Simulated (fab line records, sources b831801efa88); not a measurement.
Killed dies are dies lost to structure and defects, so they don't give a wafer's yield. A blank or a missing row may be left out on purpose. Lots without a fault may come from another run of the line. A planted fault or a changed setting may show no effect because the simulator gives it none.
fab line records | flow sky130 | part 2 of 2: steps 37 to 46 of 46
record lots=5 wafers=15 last_day=50
route steps=708 shown VT_ADJUST_PCH@145 SONOS_TUNNEL@154 SONOS_ONO@168 GATE_OXIDE@187
lots that met no fault: from a run of the same line without faults
start_h: hours from the record's first day to the start of the lot's first wafer shown | wait_h: hours since the lot's step before | " the same as in the row above | L1.1+2: a row that stands for several wafers | - no value, or no start given | * or withheld: withheld | < > ~ a bound
route shown NAME@n: a module of which the file shows steps, and the number in the route of the first | usual: mean/standard deviation of fault-free wafers | same: alike in all rows | chamber/n: place in a boat | sites: the reading at each site | _std_site: their standard deviation | _edge_site: outer sites' mean less inner sites' | radius_mm: how far each site lies from the wafer's centre | mask NAME#n: copy n | behind: the tool/chamber that last shaped the wafer | hold: why the lot was held/for how many hours/how that ended | device: the transistor (n, p or np) that didn't switch | end of line: the same wafers' tests at the end of the route | a step without rows: its recipe alone | killed: dies lost to structure and defects at the first sort, not the wafer's yield | map: a wafer's dies, x killed, . not, _ none there
set.NAME: the setting as run; set.NAME@STEP: as run at that earlier step | model.NAME: the simulator's own value behind a step, which no gauge read
lots at some steps of the route; a table a step, a row a wafer
services: from which hour (start_h, from the record's first day; less than 0 if before it) a tool's chamber was out of use, for how many hours, and why
## steps
# step SKY_SONOS_ONO_CD_MEAS_13
# recipe target_cd_nm=410
# usual cd_nm=410.5/2.4
# columns lot.wafer tool chamber start_h wait_h cd_nm
L081.1 cd_sem-01 - 337.52 0.1 407.1
L081.3 " - " " 407.1
L081.5 " - " " 408.1
L084.1 cd_sem-02 - 367.24 0.1 406.5
L084.2 " - " " 407.1
L084.6 " - " " 407.9
L088.2 cd_sem-02 - 392.33 0.1 411.5
L088.5 " - " " 410.5
L088.6 " - " " 410.4
L094.3 cd_sem-02 - 443.08 0.1 406.7
L094.5 " - " " 411.0
L094.6 " - " " 409.7
L097.1 cd_sem-02 - 463.06 0.1 409.2
L097.5 " - " " 412.3
L097.6 " - " " 411.7
# step SKY_SONOS_ONO_OVL_MEAS_14
# usual SONOS_ONO_OVL=-0.5/1.6
# columns lot.wafer tool chamber start_h wait_h SONOS_ONO_OVL[nm]
L081.1 overlay-02 - 337.64 0.1 -0.6
L081.3 " - " " 0.8
L081.5 " - " " 1.0
L084.1 overlay-02 - 367.36 0.1 0.3
L084.2 " - " " 0.4
L084.6 " - " " 0.6
L088.2 overlay-02 - 392.44 0.1 2.3
L088.5 " - " " 1.6
L088.6 " - " " 2.7
L094.3 overlay-02 - 443.17 0.1 0.9
L094.5 " - " " -1.5
L094.6 " - " " -0.6
L097.1 overlay-02 - 463.18 0.1 -1.1
L097.5 " - " " -1.8
L097.6 " - " " -1.7
# step SKY_SONOS_ONO_ETCH_15
# recipe target_depth_nm=19.52 chemistry=CHF3/O2 source_w=600 bias_w=200 pressure_mtorr=40 chf3_flow_sccm=50 O2_flow_sccm=5 time_s=7.8
# usual drypump_motor_current_A=5.4/0.34 oes_product_au=0.990/0.011 throttle_valve_pct=8.823/0.009
# columns lot.wafer tool chamber start_h wait_h drypump_motor_current_A oes_product_au rf_hours_counter_h throttle_valve_pct
L081.1 rie_diel-02 3 337.68 0.0 5.7 0.983 6 8.824
L081.3 " 0 " " 5.7 1.010 4 8.828
L081.5 " 3 " " 5.7 0.994 - 8.804
L084.1 rie_diel-03 3 367.40 0.0 6.1 0.990 33 8.834
L084.2 " 2 " " 5.0 1.000 12 8.826
L084.6 " 0 " " 4.8 0.985 - 8.824
L088.2 rie_diel-02 2 392.47 0.0 5.4 0.993 22 8.829
L088.5 " 1 " " 5.6 0.990 - 8.826
L088.6 " 2 " " 5.4 0.995 - 8.816
L094.3 rie_diel-04 2 443.20 0.0 5.8 0.976 86 8.809
L094.5 " 2 " " 5.8 0.985 - 8.822
L094.6 " 1 " " 5.2 1.003 - 8.830
L097.1 rie_diel-02 0 463.22 0.0 5.7 0.993 6 8.804
L097.5 " 1 " " 5.6 0.979 - 8.822
L097.6 " 2 " " 5.4 0.993 - 8.820
# step SKY_SONOS_ONO_WET_ETCH_16
# recipe chemistry=dHF target_depth_nm=14 dry=n2_spin target=SiO2 dilution=100:1 temp_c=25 time_s=280
# columns lot.wafer tool chamber start_h wait_h
L081.1+3+5 wet_bench-02 3 337.70 0.0
L084.1+2+6 wet_bench-02 2 367.42 0.0
L088.2+5+6 wet_bench-03 1 392.49 0.0
L094.3+5+6 wet_bench-01 3 443.22 0.0
L097.1+5+6 wet_bench-03 2 463.24 0.0
# step SKY_SONOS_ONO_STRIP_17
# recipe chemistry=O2/N2 power_w=1400 pressure_mtorr=1500 platen_temp_c=withheld o2_flow_sccm=3000 n2_flow_sccm=300 overash_fraction=0.5
# usual drypump_motor_current_A=5.9/0.55 o2_flow_sccm=2997/9.1 oes_product_au=0.711/0.0042 strip_time_to_endpoint_s=14.10/0.039
# columns lot.wafer tool chamber start_h wait_h drypump_motor_current_A o2_flow_sccm oes_product_au rf_hours_counter_h strip_time_to_endpoint_s
L081.1 plasma_asher-03 1 337.79 0.0 6.5 2980 0.719 51 14.09
L081.3 " 1 " " 6.5 2996 0.714 - 14.08
L081.5 " 1 " " 6.5 2989 0.709 - 14.05
L084.1 plasma_asher-03 0 367.51 0.0 6.3 2998 0.711 54 14.13
L084.2 " 1 " " 6.6 3003 0.711 54 14.16
L084.6 " 1 " " 6.5 3011 0.703 - 14.13
L088.2 plasma_asher-04 1 392.57 0.0 5.2 2994 0.711 68 14.02
L088.5 " 0 " " 6.3 3002 0.707 - 14.04
L088.6 " 1 " " 5.2 2991 0.708 - 14.06
L094.3 plasma_asher-03 0 443.34 0.0 6.3 2993 0.708 - 14.02
L094.5 " 0 " " 6.3 2983 0.709 - 14.10
L094.6 " 1 " " 6.5 3007 0.713 - 14.09
L097.1 plasma_asher-03 1 463.32 0.0 6.5 2979 0.717 63 14.04
L097.5 " 1 " " 6.5 2983 0.713 - 14.04
L097.6 " 0 " " 6.3 3006 0.706 - 14.06
# step SKY_SONOS_ONO_WET_ETCH_18
# recipe chemistry=H3PO4 target_depth_nm=15 target=Si3N4 temp_c=160 time_s=172
# columns lot.wafer tool chamber start_h wait_h
L081.1+3+5 wet_bench-03 2 337.89 0.1
L084.1+2+6 wet_bench-01 1 367.61 0.1
L088.2+5+6 wet_bench-02 0 392.67 0.1
L094.3+5+6 wet_bench-03 3 443.41 0.0
L097.1+5+6 wet_bench-01 3 463.42 0.1
# step SKY_GATE_OXIDE_CLEAN_00
# recipe chemistry=SC1/SC2 mix=1:4:20 temp_c=70 time_s=150 dry=n2_spin
# columns lot.wafer tool chamber start_h wait_h
L081.1+3+5 wet_bench-01 2 338.01 0.0
L084.1+2+6 wet_bench-02 1 367.67 0.0
L088.2+5+6 wet_bench-03 3 392.73 0.0
L094.3+5+6 wet_bench-01 1 443.47 0.0
L097.1+5+6 wet_bench-02 1 463.48 0.0
# step SKY_GATE_OXIDE_OXIDATION_01
# recipe temp_c=900 ambient=O2 stabilise_s=600 purge_s=300 target_thk_a=102.68 ox_time_s=1473
# usual zone_power_upper_pct=19.8/0.33
# columns lot.wafer tool chamber start_h wait_h zone_power_upper_pct
L081.1 furnace-01 0 339.89 1.8 20.1
L081.3 " 0 " " 20.2
L081.5 " 0 " " 19.9
L084.1 furnace-02 0 368.15 0.4 19.6
L084.2 " 0 " " 19.6
L084.6 " 0 " " 19.4
L088.2 furnace-02 0 392.95 0.2 19.8
L088.5 " 0 " " 19.5
L088.6 " 0 " " 19.6
L094.3 furnace-01 0 444.05 0.5 20.2
L094.5 " 0 " " 20.1
L094.6 " 0 " " 20.3
L097.1 furnace-01 0 464.52 0.9 20.3
L097.5 " 0 " " 19.7
L097.6 " 0 " " 20.3
# step SKY_GATE_OXIDE_THK_MEAS_02
# recipe reads=SiO2_of_GATE_OXIDE_OXIDATION_01
# usual GATE_OXIDE_OXIDATION_00_THK=10.29/0.21
# columns lot.wafer tool chamber start_h wait_h GATE_OXIDE_OXIDATION_00_THK[nm]
L081.1 film_metro-03 - 341.30 0.0 10.01
L081.3 " - " " 10.14
L081.5 " - " " 10.14
L084.1 film_metro-03 - 369.56 0.0 10.67
L084.2 " - " " 10.56
L084.6 " - " " 10.74
L088.2 film_metro-03 - 394.37 0.0 10.25
L088.5 " - " " 10.26
L088.6 " - " " 10.13
L094.3 film_metro-03 - 445.47 0.0 10.13
L094.5 " - " " 9.85
L094.6 " - " " 10.01
L097.1 film_metro-01 - 465.93 0.0 10.30
L097.5 " - " " 10.14
L097.6 " - " " 10.50
# step SKY_GATE_OXIDE_DEHYDRATE_03
# recipe temp_c=200 time_s=60
# columns lot.wafer tool chamber start_h wait_h
L081.1+3+5 litho_track-02 0 355.06 13.7
L084.1+2+6 litho_track-04 0 383.57 14.0
L088.2+5+6 litho_track-01 0 409.07 14.7
L094.3+5+6 litho_track-02 0 459.76 14.3
L097.1+5+6 litho_track-02 0 481.21 15.3
## services
# columns tool chamber start_h hours kind
implanter-01 - 268.44 1.3 repair
iline_stepper-02 - 274.83 2.1 pm
lpcvd-03 - 279.41 4.3 pm
furnace-02 - 283.64 3.9 pm
furnace-01 - 292.06 8.1 repair
wet_bench-01 - 292.36 5.0 repair
iline_stepper-02 - 305.39 2.1 repair
implanter-01 - 312.76 5.8 pm
lpcvd-02 - 318.01 6.0 pm
implanter-04 - 320.11 2.6 pm
wet_bench-03 - 326.10 1.4 repair
furnace-01 - 350.55 4.0 repair
iline_stepper-01 - 362.17 1.7 pm
plasma_asher-03 - 368.85 0.5 repair
furnace-01 - 375.03 4.2 pm
plasma_asher-03 - 380.14 2.0 repair
rie_diel-02 2 404.78 2.1 repair
rie_diel-02 0 411.01 17.9 repair
implanter-01 - 411.10 2.3 repair
iline_stepper-02 - 415.56 1.7 pm
iline_stepper-01 - 426.43 1.4 repair
furnace-02 - 450.91 3.7 pm
lpcvd-02 - 462.31 3.0 repair
wet_bench-04 - 477.24 80.2 repair
